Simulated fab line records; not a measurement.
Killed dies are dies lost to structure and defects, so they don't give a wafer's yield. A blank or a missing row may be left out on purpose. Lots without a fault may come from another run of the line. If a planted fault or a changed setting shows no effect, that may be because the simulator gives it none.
Problem report in the 8D (eight disciplines) form, filled by code	flow sky130	the parts of the form that need people (team, actions taken, sign-off) are left out

## 1. WHAT IS WRONG
PASSIVATION_CVD_02_THK at SKY_PASSIVATION_THK_MEAS_03 reads a mean of 581 nm on 1 wafer of 1 lot; wafers without a fault read 541 nm with a standard deviation of 6.9. That puts it +5.8 standard deviations away from the usual mean.
The first sign was on wafer L709.5 at day 48 10:14, on film-metro-01. The record has a number at this step for 33 wafers belonging to 11 lots. Rule for "out" (also "out of limits"): further than 4 standard deviations from the usual mean. The rest of the wafers with a number are treated as sound.

## 2. WHAT IT IS AND WHAT IT IS NOT
question	is	is not
which readings at this step	PASSIVATION_CVD_02_THK	-
which lots	L709	L692, L694, L695, L696, L697, L700, L702, L710, L712, L713
which wafers of those lots	L709.5	L709.1, L709.2
read on which gauges	film-metro-01	film-metro-02, film-metro-04
when	from day 48 10:14	up to then (23 sound wafers); but 9 sound wafers of L710, L712, L713 came after

## 3. SUSPECTS, AND WHAT RULES EACH OUT
Counting: if a tool at a process step up to the reading ran every lot that is out, it stays a suspect. Sound lots after the first of them don't rule it out here, since some wafers of a struck lot are sound.
- the gauge at SKY_PASSIVATION_THK_MEAS_03: kept. All the wafers that are out were read on film-metro-01, and no step on other tools shows them out.
- pvd-sputter-02 at SKY_METAL5_SPUTTER_00 (material Ti, target thk 15 nm, time 10 s): kept. The lot that is out, L709, ran on it at day 47 12:49; the last sound lot it ran before that was L702, at day 46 06:34.
- pecvd-01 at SKY_PASSIVATION_CVD_02 (deposits Si3N4, target thk 540 nm): kept. The lot that is out, L709, ran on it at day 48 10:01; the last sound lot it ran before that was L700, at day 46 17:36.
Still standing after the count: pvd-sputter-02 at SKY_METAL5_SPUTTER_00, pecvd-01 at SKY_PASSIVATION_CVD_02, film-metro-01 at SKY_PASSIVATION_THK_MEAS_03.

## 4. THE CAUSE (what the simulator had put in)
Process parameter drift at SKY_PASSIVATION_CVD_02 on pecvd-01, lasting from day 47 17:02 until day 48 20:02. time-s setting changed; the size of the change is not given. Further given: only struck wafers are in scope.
Counting left 3 suspects, and this tool is among them.

## 5. SEQUENCE OF EFFECTS, ordered by route
One row per reading whose mean, taken over the struck wafers that have a number, lies over 3 standard deviations from the usual. Only readings for which the record gives a usual standard deviation are gone through. hours: the time from each lot's start at the first step in this table that gives one to its start at this step, as a median over the lots. sigmas: the change in usual standard deviations.
hours	step	reading	usual	on struck wafers	change	sigmas
0	SKY_PASSIVATION_THK_MEAS_03	PASSIVATION_CVD_02_THK	541 nm	581	+40	+5.8

## 6. WHAT WOULD HAVE CAUGHT IT SOONER
In this record the first reading out of limits at a measuring or inspecting step was taken at day 48 10:14, 17 hours after the fault began at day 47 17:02.
No tool reading at SKY_PASSIVATION_CVD_02 that has a usual standard deviation in the record was out on any struck wafer, so an alarm limit of 4 standard deviations on those readings would not have fired.
Lots out: 1; all had begun SKY_PASSIVATION_CVD_02 on pecvd-01 by day 48 10:14. Tool hold at that time: it would have spared none of them.
